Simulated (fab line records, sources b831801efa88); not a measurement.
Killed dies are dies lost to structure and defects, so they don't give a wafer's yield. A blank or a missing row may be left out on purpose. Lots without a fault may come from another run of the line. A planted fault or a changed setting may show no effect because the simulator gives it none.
fab line records | flow sky130
record lots=12 wafers=36 last_day=49
route steps=708 shown VT_ADJUST_HVTR@138 LDD_N@253 CONTACT@408 VIA2@509
lots that met no fault: from a run of the same line without faults
start_h: hours from the record's first day to the start of the lot's first wafer shown | wait_h: hours since the lot's step before | " the same as in the row above | L1.1+2: a row that stands for several wafers | - no value, or no start given | * or withheld: withheld | < > ~ a bound
route shown NAME@n: a module of which the file shows steps, and the number in the route of the first | usual: mean/standard deviation of fault-free wafers | same: alike in all rows | chamber/n: place in a boat | sites: the reading at each site | _std_site: their standard deviation | _edge_site: outer sites' mean less inner sites' | radius_mm: how far each site lies from the wafer's centre | mask NAME#n: copy n | behind: the tool/chamber that last shaped the wafer | hold: why the lot was held/for how many hours/how that ended | device: the transistor (n, p or np) that didn't switch | end of line: the same wafers' tests at the end of the route | a step without rows: its recipe alone | killed: dies lost to structure and defects at the first sort, not the wafer's yield | map: a wafer's dies, x killed, . not, _ none there
set.NAME: the setting as run; set.NAME@STEP: as run at that earlier step | model.NAME: the simulator's own value behind a step, which no gauge read
steps of the route over a sample of lots; a table a step, a row a wafer
services: from which hour (start_h, from the record's first day; less than 0 if before it) a tool's chamber was out of use, for how many hours, and why
## steps
# step SKY_VT_ADJUST_HVTR_CD_MEAS_07
# recipe target_cd_nm=380
# usual cd_nm=379.4/2.5
# columns lot.wafer tool chamber start_h wait_h cd_nm
L653.1 cd_sem-01 - 213.68 0.1 377.3
L653.2 " - " " 378.7
L653.3 " - " " 379.1
L655.1 cd_sem-02 - 232.91 0.1 381.6
L655.3 " - " " 379.9
L655.6 " - " " 382.9
L656.4 cd_sem-02 - 233.80 0.1 377.5
L656.5 " - " " 377.0
L656.6 " - " " 376.1
L658.1 cd_sem-01 - 247.88 0.1 378.8
L658.3 " - " " 379.0
L658.6 " - " " 380.3
L659.3 cd_sem-01 - 264.97 0.1 380.9
L659.4 " - " " 381.4
L659.5 " - " " 381.9
L660.2 cd_sem-02 - 265.60 0.1 377.7
L660.3 " - " " 381.6
L660.4 " - " " 381.4
L662.3 cd_sem-01 - 281.12 0.1 375.1
L662.4 " - " " 374.8
L662.5 " - " " 378.5
L664.3 cd_sem-02 - 302.42 0.1 378.0
L664.5 " - " " 381.3
L664.6 " - " " 381.0
L663.2 cd_sem-02 - 303.20 0.1 378.1
L663.3 " - " " 376.5
L663.4 " - " " 382.5
L665.3 cd_sem-01 - 312.92 0.1 384.7
L665.4 " - " " 384.4
L665.6 " - " " 384.2
L669.1 cd_sem-02 - 327.01 0.1 380.6
L669.2 " - " " 378.1
L669.5 " - " " 378.0
L671.1 cd_sem-01 - 342.38 0.1 379.4
L671.3 " - " " 377.4
L671.5 " - " " 377.5
# step SKY_LDD_N_STRIP_16
# recipe chemistry=O2/N2 power_w=1400 pressure_mtorr=1500 platen_temp_c=withheld o2_flow_sccm=3000 n2_flow_sccm=300 overash_fraction=0.5
# usual drypump_motor_current_A=5.6/0.43 oes_product_au=0.406/0.0046 strip_time_to_endpoint_s=4.316/0.016
# columns lot.wafer tool chamber start_h wait_h drypump_motor_current_A oes_product_au rf_hours_counter_h strip_time_to_endpoint_s
L653.1 plasma_asher-01 0 413.55 0.1 5.4 0.401 30 4.310
L653.2 " 1 " " 5.3 0.410 30 4.307
L653.3 " 1 " " 5.3 0.412 - 4.318
L655.1 plasma_asher-01 1 438.72 0.1 5.3 0.406 33 4.316
L655.3 " 1 " " 5.3 0.410 - 4.322
L655.6 " 0 " " 5.4 0.400 - 4.316
L656.4 plasma_asher-02 0 444.00 0.1 6.3 0.411 - 4.279
L656.5 " 1 " " 5.4 0.402 - 4.296
L656.6 " 0 " " 6.3 0.406 - 4.285
L658.1 plasma_asher-01 0 462.40 0.1 5.4 0.401 35 4.312
L658.3 " 1 " " 5.3 0.400 - 4.307
L658.6 " 0 " " 5.4 0.410 - 4.300
L659.3 plasma_asher-02 0 481.63 0.1 6.4 0.412 - 4.319
L659.4 " 1 " " 5.4 0.403 - 4.314
L659.5 " 0 " " 6.4 0.406 - 4.317
L660.2 plasma_asher-01 0 484.80 0.1 5.4 0.412 37 4.332
L660.3 " 1 " " 5.3 0.409 - 4.319
L660.4 " 0 " " 5.4 0.409 - 4.315
L662.3 plasma_asher-02 0 498.48 0.1 6.4 0.401 - 4.307
L662.4 " 1 " " 5.4 0.410 - 4.310
L662.5 " 1 " " 5.4 0.416 - 4.286
L663.2 plasma_asher-03 1 525.37 0.1 5.4 0.405 9 4.321
L663.3 " 0 " " 5.2 0.404 - 4.323
L663.4 " 1 " " 5.4 0.408 - 4.321
L664.3 plasma_asher-02 0 527.43 0.1 6.4 0.401 - 4.330
L664.5 " 0 " " 6.4 0.415 - 4.340
L664.6 " 1 " " 5.4 0.408 - 4.324
L665.3 plasma_asher-03 1 536.95 0.1 5.4 0.404 - 4.324
L665.4 " 0 " " 5.3 0.398 - 4.327
L665.6 " 0 " " 5.3 0.402 - 4.314
L669.1 plasma_asher-02 0 549.55 0.1 6.4 0.399 85 4.285
L669.2 " 1 " " 5.4 0.404 85 4.299
L669.5 " 0 " " 6.4 0.414 - 4.319
L671.1 plasma_asher-02 1 568.75 0.1 5.4 0.405 87 4.342
L671.3 " 0 " " 6.4 0.415 - 4.326
L671.5 " 1 " " 5.4 0.411 - 4.324
# step SKY_CONTACT_HDPCVD_02
# recipe material=SiO2 target_thk_nm=565 sigma_open_frac=0.3 time_s=94.2 temp_c=600 sih4_flow_sccm=60 pressure_mtorr=6
# usual sih4_flow_sccm=59.98/0.17
# columns lot.wafer tool chamber start_h wait_h sih4_flow_sccm
L653.1 hdpcvd-01 2 716.92 0.1 59.90
L653.2 " 1 " " 59.95
L653.3 " 0 " " 59.70
L655.1 hdpcvd-02 1 737.21 0.1 60.23
L655.3 " 0 " " 60.27
L655.6 " 2 " " 60.16
L656.4 hdpcvd-01 1 743.82 0.1 59.93
L656.5 " 2 " " 59.90
L656.6 " 0 " " 60.08
L658.1 hdpcvd-02 2 758.52 0.1 59.97
L658.3 " 0 " " 60.01
L658.6 " 2 " " 59.92
L659.3 hdpcvd-01 0 779.04 0.0 59.97
L659.4 " 1 " " 59.88
L659.5 " 2 " " 59.96
L660.2 hdpcvd-01 2 779.97 0.0 60.12
L660.3 " 0 " " 60.08
L660.4 " 0 " " 59.87
L662.3 hdpcvd-01 2 791.89 0.0 59.70
L662.4 " 1 " " 60.07
L662.5 " 2 " " 59.79
L663.2 hdpcvd-01 0 814.04 0.0 59.85
L663.3 " 2 " " 59.87
L663.4 " 1 " " 60.13
L664.3 hdpcvd-01 2 815.65 0.0 59.91
L664.5 " 2 " " 59.73
L664.6 " 0 " " 59.87
L665.3 hdpcvd-02 2 825.69 0.0 60.11
L665.4 " 0 " " 59.46
L665.6 " 2 " " 60.21
L669.1 hdpcvd-01 0 837.44 0.1 71.91
L669.2 " 1 " " 71.81
L669.5 " 2 " " 72.22
L671.1 hdpcvd-01 2 856.44 0.1 71.59
L671.3 " 1 " " 71.83
L671.5 " 0 " " 72.21
# step SKY_CONTACT_THK_MEAS_03
# recipe reads=SiO2_of_CONTACT_HDPCVD_02
# usual CONTACT_HDPCVD_THK=564/4.5
# columns lot.wafer tool chamber start_h wait_h CONTACT_HDPCVD_THK[nm]
L653.1 film_metro-04 - 716.99 0.0 557
L653.2 " - " " 562
L653.3 " - " " 566
L655.1 film_metro-04 - 737.28 0.0 568
L655.3 " - " " 565
L655.6 " - " " 564
L656.4 film_metro-04 - 743.89 0.0 556
L656.5 " - " " 558
L656.6 " - " " 559
L658.1 film_metro-03 - 758.59 0.0 569
L658.3 " - " " 566
L658.6 " - " " 563
L659.3 film_metro-02 - 779.13 0.1 564
L659.4 " - " " 558
L659.5 " - " " 557
L660.2 film_metro-02 - 780.05 0.0 566
L660.3 " - " " 567
L660.4 " - " " 566
L662.3 film_metro-02 - 791.98 0.1 565
L662.4 " - " " 557
L662.5 " - " " 560
L663.2 film_metro-04 - 814.12 0.0 563
L663.3 " - " " 563
L663.4 " - " " 557
L664.3 film_metro-03 - 815.74 0.1 563
L664.5 " - " " 566
L664.6 " - " " 561
L665.3 film_metro-04 - 825.78 0.1 562
L665.4 " - " " 562
L665.6 " - " " 556
L669.1 film_metro-04 - 837.51 0.0 678
L669.2 " - " " 676
L669.5 " - " " 681
L671.1 film_metro-04 - 856.51 0.0 672
L671.3 " - " " 677
L671.5 " - " " 679
# step SKY_CONTACT_CMP_04
# recipe material=SiO2 down_force_psi=4 platen_rpm=60 pad_velocity_m_s=0.94248
# usual motor_current_A=11.9/1.3 time_to_endpoint_s=84/3.6
# columns lot.wafer tool chamber start_h wait_h motor_current_A time_to_endpoint_s
L653.1 cmp-01 3 717.05 0.1 11.8 83
L653.3 " 1 " " 13.3 81
L653.2 " 2 " " 8.3 79
L655.1 cmp-02 2 737.34 0.1 12.3 87
L655.3 " 0 " " 12.3 86
L655.6 " 2 " " 12.6 83
L656.4 cmp-01 1 744.07 0.2 13.2 77
L656.5 " 2 " " 8.8 80
L656.6 " 3 " " 11.5 85
L658.3 cmp-01 0 758.65 0.0 13.1 87
L658.1 " 1 " " 12.8 86
L658.6 " 0 " " 12.8 86
L659.3 cmp-02 0 779.22 0.1 12.4 84
L659.4 " 2 " " 12.5 78
L659.5 " 3 " " 11.9 76
L660.2 cmp-01 2 780.10 0.0 9.0 83
L660.4 " 3 " " 12.3 84
L660.3 " 0 " " 11.6 91
L662.3 cmp-01 0 792.02 0.0 12.7 81
L662.4 " 1 " " 13.0 79
L662.5 " 1 " " 13.1 79
L663.2 cmp-02 0 814.17 0.0 12.9 83
L663.4 " 1 " " 12.3 76
L663.3 " 2 " " 12.8 82
L664.3 cmp-01 2 815.78 0.0 8.8 83
L664.6 " 2 " " 8.4 79
L664.5 " 3 " " 12.2 87
L665.4 cmp-01 1 825.87 0.1 13.1 81
L665.3 " 3 " " 12.1 84
L665.6 " 1 " " 13.1 78
L669.2 cmp-01 2 837.57 0.0 9.3 126
L669.1 " 3 " " 11.7 129
L669.5 " 3 " " 12.1 129
L671.1 cmp-02 3 856.62 0.1 11.6 123
L671.3 " 1 " " 12.0 125
L671.5 " 3 " " 11.4 124
# step SKY_VIA2_CMP_02
# recipe material=SiO2 down_force_psi=4 platen_rpm=60 pad_velocity_m_s=0.94248
# usual motor_current_A=12.0/1.3
# columns lot.wafer tool chamber start_h wait_h motor_current_A
L653.1 cmp-01 1 831.80 0.1 12.5
L653.2 " 2 " " 9.5
L653.3 " 3 " " 12.0
L655.3 cmp-02 1 850.65 0.1 12.3
L655.1 " 3 " " 11.2
L655.6 " 0 " " 12.3
L656.4 cmp-01 2 856.83 0.1 9.2
L656.5 " 0 " " 13.7
L656.6 " 1 " " 13.0
L658.3 cmp-01 3 872.31 0.1 11.6
L658.1 " 0 " " 13.3
L658.6 " 3 " " 12.1
L659.4 cmp-01 1 892.05 0.1 13.0
L659.3 " 2 " " 8.8
L659.5 " 3 " " 11.4
L660.4 cmp-02 0 892.38 0.0 12.5
L660.2 " 1 " " 12.1
L660.3 " 3 " " 11.2
L662.3 cmp-01 0 904.48 0.0 13.0
L662.4 " 2 " " 8.9
L662.5 " 1 " " 13.1
L663.3 cmp-01 0 923.03 0.0 13.3
L663.2 " 1 " " 12.8
L663.4 " 2 " " 8.9
L664.3 cmp-02 1 925.46 0.2 12.4
L664.5 " 2 " " 12.5
L664.6 " 3 " " 11.4
L665.4 cmp-01 3 934.32 0.1 11.6
L665.3 " 0 " " 13.0
L665.6 " 2 " " 8.5
L669.1 cmp-02 2 946.10 0.1 12.9
L669.2 " 1 " " 12.0
L669.5 " 3 " " 11.4
L671.1 cmp-02 3 962.18 0.1 11.2
L671.3 " 2 " " 12.9
L671.5 " 3 " " 11.6
## services
# columns tool chamber start_h hours kind
hdpcvd-01 1 400.38 13.9 repair
cmp-02 - 404.00 4.0 pm
hdpcvd-01 - 414.59 2.8 pm
cmp-02 - 441.28 4.4 pm
cmp-02 - 446.67 2.3 repair
cmp-01 - 464.95 2.0 repair
cmp-01 - 471.50 2.8 repair
cmp-02 - 474.34 6.0 repair
hdpcvd-01 1 500.75 12.7 repair
cmp-02 - 517.59 1.6 repair
cmp-01 - 526.66 1.2 repair
cmp-01 - 528.62 13.0 pm
cmp-02 - 533.38 0.5 repair
cmp-02 - 538.17 1.1 repair
cmp-01 - 560.67 5.6 repair
cmp-01 - 572.00 4.0 pm
cmp-01 - 616.83 1.7 repair
cmp-01 - 629.14 7.0 pm
cmp-01 - 638.96 0.8 repair
cmp-01 - 647.89 5.1 pm
cmp-01 - 654.06 1.0 repair
cmp-01 - 676.02 3.0 repair
cmp-01 - 895.85 2.3 repair
cmp-01 - 912.00 4.0 pm
## key
first_sign step=SKY_CONTACT_HDPCVD_02 reading=sih4_flow_sccm direction=up sigmas=71 usual=59.98 struck=71.93
effect step=SKY_CONTACT_THK_MEAS_03 reading=CONTACT_HDPCVD_THK direction=up sigmas=25 usual=564 struck=677
effect step=SKY_CONTACT_CMP_04 reading=time_to_endpoint_s direction=up sigmas=12 usual=* struck=*
met_at SKY_CONTACT_HDPCVD_02
struck_lots L669,L671
tester_left_out L669,L671
not_acting_at SKY_VT_ADJUST_HVTR_CD_MEAS_07,SKY_LDD_N_STRIP_16,SKY_VIA2_CMP_02
onset_between 815.65 837.44
fault kind=process_parameter_drift tool=hdpcvd-01 chamber=- onset_h=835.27 steps=SKY_CONTACT_HDPCVD_02 channel=sih4_flow_sccm offset=12 shape=step end_h=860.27 acts_in=these_recipes_only stated=60
# tester_left_out: of these lots the tester's yield and bins aren't shown, on N5 and GAA mostly nor the transistor test; their killed dies are dies lost to structure and defects alone, not to doping, threshold or leakage, so they don't give the yield
